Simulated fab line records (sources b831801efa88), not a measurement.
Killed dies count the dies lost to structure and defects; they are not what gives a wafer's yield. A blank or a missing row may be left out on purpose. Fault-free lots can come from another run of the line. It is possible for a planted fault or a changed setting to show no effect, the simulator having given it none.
fab line records | flow sky130
record: lots: 6 | wafers: 18 | last-day: 50
route steps=708 shown LDD_N@238 PAD_OPEN@708
lots that met no fault: taken from a fault-free run of the same line
start-h: hours from the record's opening day to when the first of the lot's shown wafers began | wait-h: time in hours since the lot's previous step | " same as the row above | L1.1+2: a row that stands for several wafers | - no value, or no start given | * or withheld: withheld | < > ~ a bound
route shown NAME@n: NAME is a module with steps in the file, n the number in the route of the first one | usual: mean/standard deviation taken from wafers without a fault | same: alike in all rows | chamber/n: place in a boat | sites: per-site readings | _std_site: their standard deviation | _edge_site: inner sites' mean taken away from outer sites' mean | radius-mm: how far each site lies from the wafer's centre | mask NAME#n: copy n | behind: the last tool/chamber to shape the wafer | hold: why the lot went on hold/how many hours it stayed there/how the hold came to an end | device: which transistor (n, p or np) failed to switch | end of line: the tests these same wafers got at the end of their route | a step with no rows: only its recipe | killed: count of dies lost to structure and defects at first sort (not the wafer's yield) | map: a wafer's dies, x killed, . not, _ none there
set.NAME: the run value of the setting; set.NAME@STEP: its run value at that earlier step | model.NAME: the simulator's own value behind a step, which no gauge read
certain route steps with their lots: each step a table, each wafer a row
services: the hour from which a tool's chamber was out of use, counted from the record's first day as start-h (under 0 if before that day), plus the number of hours and why
== steps ==
step: SKY_LDD_N_HMDS_01
recipe: prime-time-s: 60 | prime-temp-c: 120
step: SKY_LDD_N_COAT_02
recipe: resist: NOVOLAK | spin-rpm: 3000 | resist-thk-nm: 300
step: SKY_LDD_N_SOFTBAKE_03
recipe: temp-c: 90 | time-s: 60 | resist: NOVOLAK
step: SKY_LDD_N_EXPOSE_04
recipe: mask-id: NTM | target-cd-nm: 840 | na: 0.6 | source-shape: conventional | sigma-outer: 0.6 | dose-mj: 110
step: SKY_LDD_N_PEB_05
recipe: temp-c: withheld | time-s: * | resist: NOVOLAK
step: SKY_LDD_N_DEVELOP_06
recipe: develop-time-s: 60 | dev-temp-c: 23
step: SKY_LDD_N_OVL_MEAS_07
usual: LDD_N_OVL: 1.3/1.5
lot.wafer | tool       | chamber | start-h | wait-h | LDD_N_OVL[nm]
L342.2    | overlay-01 | -       | 442.33  | 0.1    | 1.0
L342.3    | "          | -       | "       | "      | 1.0
L342.5    | "          | -       | "       | "      | 0.4
L345.4    | overlay-02 | -       | 469.63  | 0.1    | -0.1
L345.5    | "          | -       | "       | "      | 0.9
L345.6    | "          | -       | "       | "      | 0.4
L350.3    | overlay-01 | -       | 507.04  | 0.1    | 0.2
L350.4    | "          | -       | "       | "      | 0.8
L350.6    | "          | -       | "       | "      | 0.6
L355.1    | overlay-01 | -       | 552.98  | 0.1    | 1.7
L355.2    | "          | -       | "       | "      | 3.5
L355.5    | "          | -       | "       | "      | 3.4
L357.1    | overlay-02 | -       | 571.28  | 0.1    | 1.8
L357.5    | "          | -       | "       | "      | 0.2
L357.6    | "          | -       | "       | "      | 1.6
L361.2    | overlay-02 | -       | 599.73  | 0.1    | 2.7
L361.5    | "          | -       | "       | "      | 2.9
L361.6    | "          | -       | "       | "      | 1.7
step: SKY_LDD_N_IMPLANT_08
recipe: species: As | energy-kev: 20 | dose-cm2: 7.5e+13 | tilt-deg: withheld | rotation-deg: 23
step: SKY_LDD_N_IMPLANT_09
recipe: species: As | energy-kev: 20 | dose-cm2: 7.5e+13 | tilt-deg: withheld | rotation-deg: 113
step: SKY_LDD_N_IMPLANT_10
recipe: species: As | energy-kev: 20 | dose-cm2: 7.5e+13 | tilt-deg: withheld | rotation-deg: 203
step: SKY_LDD_N_IMPLANT_11
recipe: species: As | energy-kev: 20 | dose-cm2: 7.5e+13 | tilt-deg: withheld | rotation-deg: 293
step: SKY_LDD_N_IMPLANT_12
recipe: species: BF2 | energy-kev: 50 | dose-cm2: 5e+12 | tilt-deg: 30 | rotation-deg: 0
step: SKY_LDD_N_IMPLANT_13
recipe: species: BF2 | energy-kev: 50 | dose-cm2: 5e+12 | tilt-deg: 30 | rotation-deg: 90
usual: rotation-deg: 90.000/0.026
lot.wafer | tool         | chamber | start-h | wait-h | rotation-deg
L342.2    | implanter-01 | 0       | 443.14  | 0.1    | 90.081
L342.3    | "            | 0       | "       | "      | 90.033
L342.5    | "            | 0       | "       | "      | 90.050
L345.4    | implanter-04 | 0       | 470.48  | 0.1    | 90.012
L345.5    | "            | 0       | "       | "      | 89.958
L345.6    | "            | 0       | "       | "      | 89.979
L350.3    | implanter-02 | 0       | 507.87  | 0.1    | 90.026
L350.4    | "            | 0       | "       | "      | 90.006
L350.6    | "            | 0       | "       | "      | 89.986
L355.1    | implanter-02 | 0       | 553.76  | 0.1    | 283.47
L355.2    | "            | 0       | "       | "      | 283.43
L355.5    | "            | 0       | "       | "      | 283.43
L357.1    | implanter-02 | 0       | 572.07  | 0.1    | 283.52
L357.5    | "            | 0       | "       | "      | 283.40
L357.6    | "            | 0       | "       | "      | 283.45
L361.2    | implanter-01 | 0       | 600.54  | 0.1    | 89.976
L361.5    | "            | 0       | "       | "      | 89.995
L361.6    | "            | 0       | "       | "      | 89.985
step: SKY_LDD_N_IMPLANT_14
recipe: species: BF2 | energy-kev: 50 | dose-cm2: 5e+12 | tilt-deg: 30 | rotation-deg: 180
step: SKY_PAD_OPEN_PROBE_99
usual: killed_at_M0_to_M3: 44/7 | killed_at_M4_up: 3.0/1.8 | killed-at-contacts: 24/4.9 | killed-at-front-end: 15/5 | killed-at-other: 0.2/0.53 | killed-dies: 87/8.7 | killed-open: 48/6.8 | killed-short: 39/5.7
same: gross-dies: 492 | killed-at-back-side: 0
lot.wafer | tool      | chamber | start-h | wait-h | killed_at_M0_to_M3 | killed_at_M4_up | killed-at-contacts | killed-at-front-end | killed-at-other | killed-dies | killed-open | killed-short | model.etest.nfet_01v8_turned.vt-sat-v | model.etest.nfet_01v8_turned.vt-v | model.etest.nfet_01v8_swapped.vt-sat-v
L342.2    | prober-01 | -       | 1101.41 | 0.1    | 47                 | 4               | 25                 | 9                   | 0               | 85          | 47          | 38           | 0.6397                                | 0.6886                            | 0.6435
L342.3    | prober-01 | -       | 1101.46 | 0.2    | 53                 | 4               | 14                 | 12                  | 0               | 83          | 50          | 33           | 0.643                                 | 0.6943                            | 0.6499
L342.5    | prober-01 | -       | 1101.56 | 0.2    | 44                 | 1               | 24                 | 17                  | 1               | 87          | 49          | 38           | 0.6437                                | 0.6969                            | 0.6507
L345.4    | prober-02 | -       | 1120.75 | 0.2    | 38                 | 4               | 27                 | 12                  | 0               | 81          | 34          | 47           | 0.649                                 | 0.6956                            | 0.6504
L345.5    | prober-02 | -       | 1120.80 | 0.2    | 34                 | 3               | 25                 | 19                  | 0               | 81          | 44          | 37           | 0.6328                                | 0.6831                            | 0.633
L345.6    | prober-02 | -       | 1120.85 | 0.2    | 40                 | 1               | 18                 | 16                  | 0               | 75          | 43          | 32           | 0.6386                                | 0.6917                            | 0.6411
L350.3    | prober-02 | -       | 1145.07 | 0.2    | 36                 | 3               | 19                 | 8                   | 2               | 68          | 40          | 28           | 0.6414                                | 0.6896                            | 0.6396
L350.4    | prober-02 | -       | 1145.12 | 0.2    | 35                 | 3               | 29                 | 9                   | 1               | 77          | 33          | 44           | 0.6288                                | 0.6777                            | 0.634
L350.6    | prober-02 | -       | 1145.22 | 0.2    | 48                 | 5               | 26                 | 14                  | 0               | 93          | 57          | 36           | 0.63                                  | 0.6804                            | 0.6317
L355.1    | prober-02 | -       | 1171.34 | 0.1    | 44                 | 1               | 17                 | 12                  | 0               | 74          | 44          | 30           | 0.6945                                | 0.7033                            | 0.6181
L355.2    | prober-02 | -       | 1171.39 | 0.1    | 41                 | 5               | 31                 | 12                  | 0               | 89          | 46          | 43           | 0.698                                 | 0.705                             | 0.6273
L355.5    | prober-02 | -       | 1171.54 | 0.2    | 58                 | 2               | 20                 | 11                  | 1               | 92          | 48          | 44           | 0.6981                                | 0.7082                            | 0.6256
L357.1    | prober-02 | -       | 1180.66 | 0.1    | 55                 | 3               | 18                 | 12                  | 0               | 88          | 44          | 44           | 0.7117                                | 0.7242                            | 0.6357
L357.5    | prober-02 | -       | 1180.86 | 0.2    | 52                 | 2               | 21                 | 12                  | 1               | 88          | 49          | 39           | 0.7234                                | 0.7283                            | 0.6396
L357.6    | prober-02 | -       | 1180.91 | 0.2    | 53                 | 0               | 19                 | 16                  | 0               | 88          | 55          | 33           | 0.714                                 | 0.7259                            | 0.6352
L361.2    | prober-02 | -       | 1199.54 | 0.1    | 49                 | 2               | 18                 | 9                   | 0               | 78          | 47          | 31           | 0.6624                                | 0.7106                            | 0.6594
L361.5    | prober-02 | -       | 1199.69 | 0.2    | 35                 | 1               | 33                 | 13                  | 0               | 82          | 50          | 32           | 0.6645                                | 0.7099                            | 0.6606
L361.6    | prober-02 | -       | 1199.74 | 0.2    | 41                 | 1               | 25                 | 18                  | 0               | 85          | 52          | 33           | 0.6567                                | 0.7026                            | 0.6529
killed by level:class
L342.2 VIA2:geometric-particle:open=10 CONTACT:geometric-particle:open=10 VIA3:geometric-particle:open=8 LI_CONTACT:geometric-particle:open=7 VIA1:geometric-particle:open=7 METAL2:geometric-particle:short=7 METAL1:geometric-particle:short=6 VIA1:geometric-particle:short=5
L342.3 VIA1:geometric-particle:open=16 VIA2:geometric-particle:open=9 POLY_GATE:geometric-particle:short=7 LI_CONTACT:geometric-particle:open=6 VIA3:geometric-particle:open=5 METAL1:geometric-particle:short=4 METAL1:geometric-particle:open=4 VIA2:geometric-particle:short=4
L342.5 CONTACT:geometric-particle:open=11 VIA3:geometric-particle:open=8 VIA1:geometric-particle:open=8 LI_CONTACT:geometric-particle:open=7 VIA2:geometric-particle:open=6 FIELD_ISO:geometric-particle:short=5 POLY_GATE:geometric-particle:short=4 VIA1:geometric-particle:short=4
L345.4 LOCAL_INTERCONNECT:geometric-particle:short=10 METAL1:geometric-particle:short=9 LI_CONTACT:geometric-particle:open=7 CONTACT:geometric-particle:open=6 VIA1:geometric-particle:open=6 VIA1:geometric-particle:short=5 METAL2:geometric-particle:short=5 METAL4:geometric-particle:short=4
L345.5 FIELD_ISO:geometric-particle:open=9 LI_CONTACT:geometric-particle:open=8 METAL2:geometric-particle:short=8 VIA2:geometric-particle:open=7 LOCAL_INTERCONNECT:geometric-particle:short=6 METAL1:geometric-particle:short=6 FIELD_ISO:geometric-particle:short=4 LI_CONTACT:geometric-particle:short=4
L345.6 VIA3:geometric-particle:open=10 VIA1:geometric-particle:open=8 CONTACT:geometric-particle:open=7 LI_CONTACT:geometric-particle:open=6 FIELD_ISO:geometric-particle:short=4 METAL2:geometric-particle:short=4 VIA2:geometric-particle:open=4 METAL3:geometric-particle:short=4
L350.3 CONTACT:geometric-particle:open=8 VIA2:geometric-particle:open=7 LI_CONTACT:geometric-particle:open=6 METAL1:geometric-particle:short=5 METAL2:geometric-particle:open=5 VIA1:geometric-particle:open=4 FIELD_ISO:geometric-particle:open=4 METAL2:geometric-particle:short=4
L350.4 CONTACT:geometric-particle:open=9 CONTACT:geometric-particle:short=8 VIA1:geometric-particle:open=6 METAL1:geometric-particle:short=5 LI_CONTACT:geometric-particle:open=5 METAL2:geometric-particle:short=5 VIA3:geometric-particle:short=5 LOCAL_INTERCONNECT:geometric-particle:short=4
L350.6 VIA1:geometric-particle:open=15 CONTACT:geometric-particle:open=12 VIA1:geometric-particle:short=9 VIA2:geometric-particle:open=8 LI_CONTACT:geometric-particle:open=7 FIELD_ISO:geometric-particle:open=5 METAL1:geometric-particle:short=5 CONTACT:geometric-particle:short=4
L355.1 VIA1:geometric-particle:open=10 CONTACT:geometric-particle:open=8 VIA2:geometric-particle:open=8 LI_CONTACT:geometric-particle:open=6 VIA1:geometric-particle:short=6 FIELD_ISO:geometric-particle:open=4 FIELD_ISO:geometric-particle:short=4 METAL1:geometric-particle:short=4
L355.2 LI_CONTACT:geometric-particle:open=10 CONTACT:geometric-particle:open=8 METAL2:geometric-particle:short=7 VIA2:geometric-particle:open=7 VIA3:geometric-particle:open=7 VIA1:geometric-particle:open=6 LI_CONTACT:geometric-particle:short=5 VIA1:geometric-particle:short=5
L355.5 VIA1:geometric-particle:open=15 VIA1:geometric-particle:short=9 METAL2:geometric-particle:short=7 METAL1:geometric-particle:short=6 VIA2:geometric-particle:open=6 CONTACT:geometric-particle:open=5 METAL1:geometric-particle:open=5 CONTACT:geometric-particle:short=4
L357.1 VIA1:geometric-particle:open=12 METAL1:geometric-particle:short=10 VIA2:geometric-particle:open=9 VIA1:geometric-particle:short=7 FIELD_ISO:geometric-particle:short=5 LI_CONTACT:geometric-particle:open=5 CONTACT:geometric-particle:open=5 METAL2:geometric-particle:short=5
L357.5 VIA1:geometric-particle:open=17 VIA3:geometric-particle:open=8 VIA1:geometric-particle:short=6 VIA2:geometric-particle:open=6 CONTACT:geometric-particle:short=5 CONTACT:geometric-particle:open=5 POLY_CUT:geometric-particle:short=4 LI_CONTACT:geometric-particle:open=4
L357.6 VIA2:geometric-particle:open=13 VIA1:geometric-particle:open=11 CONTACT:geometric-particle:open=8 VIA3:geometric-particle:open=8 VIA1:geometric-particle:short=6 FIELD_ISO:geometric-particle:open=5 LI_CONTACT:geometric-particle:open=4 FIELD_ISO:geometric-particle:short=3
L361.2 VIA1:geometric-particle:open=10 VIA3:geometric-particle:open=8 VIA2:geometric-particle:open=7 METAL2:geometric-particle:short=6 LI_CONTACT:geometric-particle:open=5 CONTACT:geometric-particle:open=5 VIA3:geometric-particle:short=5 VIA2:geometric-particle:short=4
L361.5 CONTACT:geometric-particle:open=11 LI_CONTACT:geometric-particle:open=9 LOCAL_INTERCONNECT:geometric-particle:short=8 VIA1:geometric-particle:open=8 VIA2:geometric-particle:open=6 FIELD_ISO:geometric-particle:open=4 VIA1:geometric-particle:short=4 METAL1:geometric-particle:short=4
L361.6 VIA1:geometric-particle:open=12 CONTACT:geometric-particle:open=11 VIA2:geometric-particle:open=8 CONTACT:geometric-particle:short=6 POLY_GATE:geometric-particle:short=5 LI_CONTACT:geometric-particle:open=5 METAL1:geometric-particle:short=5 VIA3:geometric-particle:short=5
== services ==
tool         | chamber | start-h | hours | kind
implanter-02 | -       | 448.95  | 5.7   | repair
implanter-01 | -       | 455.06  | 3.6   | repair
implanter-01 | -       | 482.03  | 4.4   | repair
implanter-01 | -       | 490.61  | 1.2   | repair
implanter-02 | -       | 576.13  | 3.9   | pm
implanter-04 | -       | 593.15  | 2.9   | repair
== key ==
first-sign: step: SKY_LDD_N_IMPLANT_13 | reading: rotation-deg | direction: up | sigmas: 99+ | usual: 90.000 | struck: 283.45
effect none on later readings
model-effect: step: SKY_PAD_OPEN_PROBE_99 | value: etest.nfet_01v8_turned.vt-sat-v | without: 0.6458 | struck: 0.7066
met-at SKY_LDD_N_IMPLANT_13
struck-wafers L355.1,L355.2,L355.5,L357.1,L357.5,L357.6
tester-left-out L355,L357
onset-between 507.87 553.76
fault: kind: process-parameter-drift | tool: implanter-02 | chamber: - | onset-h: 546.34 | steps: SKY_LDD_N_IMPLANT_13 | channel: rotation-deg | offset: 193.45 | shape: step | end-h: 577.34 | acts-in: these-recipes-only | stated: 90
tester-left-out: of these lots the tester's yield and bins aren't shown, on N5 and GAA mostly nor the transistor test; their killed dies are dies lost to structure and defects alone, not to doping, threshold or leakage, so they don't give the yield
